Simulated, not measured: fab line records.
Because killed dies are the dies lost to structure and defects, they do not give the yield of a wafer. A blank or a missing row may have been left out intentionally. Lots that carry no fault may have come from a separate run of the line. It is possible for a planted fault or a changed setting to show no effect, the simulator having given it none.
What tool caused it? / flow gf180mcu / 42 wafers from 14 lots sampled at 5 of the route's 602 steps

## WHAT EACH GAUGE READ, for each wafer
GF_STI_THK_MEAS_24.
lot=L273; measured=day 2 02:37; on=film_metro-04; STI_CVD_23_THK (nm)=661 660 653
lot=L276; measured=day 2 18:35; on=film_metro-04; STI_CVD_23_THK (nm)=655 653 650
lot=L277; measured=day 2 23:40; on=film_metro-02; STI_CVD_23_THK (nm)=649 655 655
lot=L279; measured=day 3 10:08; on=film_metro-02; STI_CVD_23_THK (nm)=662 664 658
lot=L281; measured=day 3 22:43; on=film_metro-03; STI_CVD_23_THK (nm)=657 659 657
lot=L282; measured=day 4 02:10; on=film_metro-02; STI_CVD_23_THK (nm)=646 647 657
lot=L283; measured=day 4 07:13; on=film_metro-04; STI_CVD_23_THK (nm)=646 645 650
lot=L290; measured=day 5 19:37; on=film_metro-02; STI_CVD_23_THK (nm)=651 654 649
lot=L291; measured=day 6 01:35; on=film_metro-04; STI_CVD_23_THK (nm)=649 644 648
lot=L292; measured=day 6 05:53; on=film_metro-02; STI_CVD_23_THK (nm)=655 650 654
lot=L293; measured=day 6 12:20; on=film_metro-03; STI_CVD_23_THK (nm)=654 652 660
lot=L294; measured=day 6 17:47; on=film_metro-04; STI_CVD_23_THK (nm)=642 651 647
lot=L295; measured=day 6 21:34; on=film_metro-02; STI_CVD_23_THK (nm)=644 644 636
lot=L296; measured=day 7 02:34; on=film_metro-04; STI_CVD_23_THK (nm)=650 651 651

GF_DUAL_GATE_OVL_MEAS_11.
lot=L273; measured=day 8 08:42; on=overlay-01; DUAL_GATE_OVL (nm)=0.5 0.1 -1.1
lot=L276; measured=day 9 04:05; on=overlay-02; DUAL_GATE_OVL (nm)=0.4 0.6 0.0
lot=L277; measured=day 9 12:11; on=overlay-01; DUAL_GATE_OVL (nm)=0.1 0.6 0.9
lot=L279; measured=day 9 23:47; on=overlay-02; DUAL_GATE_OVL (nm)=1.8 -0.1 1.0
lot=L281; measured=day 10 17:39; on=overlay-01; DUAL_GATE_OVL (nm)=- - -
lot=L282; measured=day 11 02:39; on=overlay-01; DUAL_GATE_OVL (nm)=- - -
lot=L283; measured=day 11 06:38; on=overlay-01; DUAL_GATE_OVL (nm)=-0.9 3.0 1.6
lot=L290; measured=day 13 09:56; on=overlay-02; DUAL_GATE_OVL (nm)=0.6 0.9 -0.6
lot=L291; measured=day 13 16:42; on=overlay-02; DUAL_GATE_OVL (nm)=-1.6 -0.5 -0.1
lot=L292; measured=day 13 23:39; on=overlay-02; DUAL_GATE_OVL (nm)=-0.2 -1.5 -0.7
lot=L293; measured=day 14 06:55; on=overlay-01; DUAL_GATE_OVL (nm)=-0.7 -1.2 -2.4
lot=L294; measured=day 14 13:48; on=overlay-02; DUAL_GATE_OVL (nm)=-2.3 -1.9 0.0
lot=L295; measured=day 14 19:04; on=overlay-01; DUAL_GATE_OVL (nm)=-0.1 -1.2 0.0
lot=L296; measured=day 15 04:07; on=overlay-01; DUAL_GATE_OVL (nm)=0.0 2.0 -1.1

GF_POLY_GATE_CD_MEAS_18.
lot=L273; measured=day 9 08:18; on=cd_sem-02; cd_nm (nm)=278.8 277.3 278.7
lot=L276; measured=day 10 02:55; on=cd_sem-02; cd_nm (nm)=282.3 280.9 279.7
lot=L277; measured=day 10 13:20; on=cd_sem-02; cd_nm (nm)=278.5 280.0 279.1
lot=L279; measured=day 10 23:37; on=cd_sem-02; cd_nm (nm)=279.5 279.4 278.8
lot=L283; measured=day 12 06:21; on=cd_sem-02; cd_nm (nm)=281.3 281.9 282.2
lot=L290; measured=day 14 12:05; on=cd_sem-02; cd_nm (nm)=280.1 280.0 279.4
lot=L291; measured=day 14 18:53; on=cd_sem-01; cd_nm (nm)=279.8 279.5 281.1
lot=L292; measured=day 15 02:56; on=cd_sem-01; cd_nm (nm)=278.7 278.7 277.3
lot=L293; measured=day 15 09:13; on=cd_sem-02; cd_nm (nm)=280.2 283.3 281.7
lot=L294; measured=day 15 17:08; on=cd_sem-02; cd_nm (nm)=282.0 279.5 280.6
lot=L295; measured=day 15 23:23; on=cd_sem-02; cd_nm (nm)=280.4 280.5 279.9
lot=L296; measured=day 16 08:06; on=cd_sem-02; cd_nm (nm)=281.4 281.7 280.8

GF_HV_LDD_TW_MEAS_11.
lot=L273; measured=day 10 02:32; on=film_metro-03; HV_LDD_TW=2391 2391 2393
lot=L276; measured=day 10 21:34; on=film_metro-01; HV_LDD_TW=2369 2380 2376
lot=L277; measured=day 11 08:03; on=film_metro-03; HV_LDD_TW=2411 2396 2406
lot=L279; measured=day 11 18:52; on=film_metro-03; HV_LDD_TW=2411 2420 2417
lot=L283; measured=day 13 02:17; on=film_metro-03; HV_LDD_TW=2408 2430 2403
lot=L290; measured=day 15 10:04; on=film_metro-01; HV_LDD_TW=2374 2361 2369
lot=L291; measured=day 15 16:43; on=film_metro-01; HV_LDD_TW=2374 2364 2373
lot=L292; measured=day 16 01:34; on=film_metro-04; HV_LDD_TW=2441 2430 2427
lot=L293; measured=day 16 07:37; on=film_metro-04; HV_LDD_TW=2434 2418 2423
lot=L294; measured=day 16 16:25; on=film_metro-01; HV_LDD_TW=2351 2353 2350
lot=L295; measured=day 16 21:53; on=film_metro-03; HV_LDD_TW=2398 2411 2392
lot=L296; measured=day 17 07:01; on=film_metro-04; HV_LDD_TW=2431 2436 2434

## EACH LOT AND THE TOOL THAT RAN IT (in order: tool; ch and the chambers of the sampled wafers; start)
lot=L273; GF_DUAL_GATE_COAT_06=litho_track-04 ch 0, day 8 00:40
lot=L276; GF_DUAL_GATE_COAT_06=litho_track-02 ch 0, day 8 19:38
lot=L277; GF_DUAL_GATE_COAT_06=litho_track-01 ch 0, day 9 02:58
lot=L279; GF_DUAL_GATE_COAT_06=litho_track-04 ch 0, day 9 15:15
lot=L281; GF_DUAL_GATE_COAT_06=litho_track-02, day 10 07:55
lot=L282; GF_DUAL_GATE_COAT_06=litho_track-04, day 10 17:03
lot=L283; GF_DUAL_GATE_COAT_06=litho_track-02 ch 0, day 10 20:53
lot=L290; GF_DUAL_GATE_COAT_06=litho_track-04 ch 0, day 12 23:52
lot=L291; GF_DUAL_GATE_COAT_06=litho_track-04 ch 0, day 13 06:24
lot=L292; GF_DUAL_GATE_COAT_06=litho_track-04 ch 0, day 13 13:06
lot=L293; GF_DUAL_GATE_COAT_06=litho_track-02 ch 0, day 13 20:29
lot=L294; GF_DUAL_GATE_COAT_06=litho_track-02 ch 0, day 14 03:05
lot=L295; GF_DUAL_GATE_COAT_06=litho_track-01 ch 0, day 14 08:06
lot=L296; GF_DUAL_GATE_COAT_06=litho_track-01 ch 0, day 14 17:14
- GF_DUAL_GATE_COAT_06: resist thk 1000 nm.

## AS READ BY THE TOOLS THEMSELVES (means over the sampled wafers that have a number; for cases with no such wafer, the mark the record gives instead)
GF_DUAL_GATE_COAT_06.
lot=L273; tool=litho_track-04; chill_plate_temp_C (C)=22.96; dispense_pressure_kPa (kPa)=52.7
lot=L276; tool=litho_track-02; chill_plate_temp_C (C)=23.07; dispense_pressure_kPa (kPa)=51.3
lot=L277; tool=litho_track-01; chill_plate_temp_C (C)=23.15; dispense_pressure_kPa (kPa)=50.1
lot=L279; tool=litho_track-04; chill_plate_temp_C (C)=23.01; dispense_pressure_kPa (kPa)=52.7
lot=L281; tool=litho_track-02; chill_plate_temp_C (C)=-; dispense_pressure_kPa (kPa)=-
lot=L282; tool=litho_track-04; chill_plate_temp_C (C)=-; dispense_pressure_kPa (kPa)=-
lot=L283; tool=litho_track-02; chill_plate_temp_C (C)=23.00; dispense_pressure_kPa (kPa)=51.3
lot=L290; tool=litho_track-04; chill_plate_temp_C (C)=22.90; dispense_pressure_kPa (kPa)=52.7
lot=L291; tool=litho_track-04; chill_plate_temp_C (C)=23.04; dispense_pressure_kPa (kPa)=52.7
lot=L292; tool=litho_track-04; chill_plate_temp_C (C)=23.02; dispense_pressure_kPa (kPa)=52.7
lot=L293; tool=litho_track-02; chill_plate_temp_C (C)=22.89; dispense_pressure_kPa (kPa)=51.3
lot=L294; tool=litho_track-02; chill_plate_temp_C (C)=22.90; dispense_pressure_kPa (kPa)=51.3
lot=L295; tool=litho_track-01; chill_plate_temp_C (C)=23.19; dispense_pressure_kPa (kPa)=50.1
lot=L296; tool=litho_track-01; chill_plate_temp_C (C)=23.08; dispense_pressure_kPa (kPa)=50.1

## THE ANSWER, worked out from the rows above alone
Rule: what is usual is taken from the lots themselves. The widest of any qualifying gaps counts: lots, ordered by their means at a reading, are off when they make up no more than a third of the lots, leave a main group of 4 or more, and stand apart from it by 3 or more times the standard deviation of that group's means. Not used: any main group whose means are identical at the precision the tables above print for the reading. Also off: a lot with no number at a reading for which 4 or more lots have one. All remaining lots with rows at the step are treated as sound. First the gauges in route order, then the tools' own readings, where a lot's mean is used as printed above. The first step at which some lot is off is used, and at that step the reading that is off furthest; a lot without a number counts as furthest.
Off: L281, L282, seen at GF_DUAL_GATE_OVL_MEAS_11 (DUAL_GATE_OVL). Without a number there: L281, L282. The main group: mean -0.1 nm, standard deviation 0.82.
A tool fits if, at a process step before that reading, it ran every lot that is off, and no sound lot after the first of them. Not tried: the gauges at GF_DUAL_GATE_OVL_MEAS_11; whatever is off there is also off at GF_DUAL_GATE_COAT_06, on other tools, and gauge error can't account for it. No candidate that was tried fits.

## WHAT THE SIMULATOR HAD PUT IN
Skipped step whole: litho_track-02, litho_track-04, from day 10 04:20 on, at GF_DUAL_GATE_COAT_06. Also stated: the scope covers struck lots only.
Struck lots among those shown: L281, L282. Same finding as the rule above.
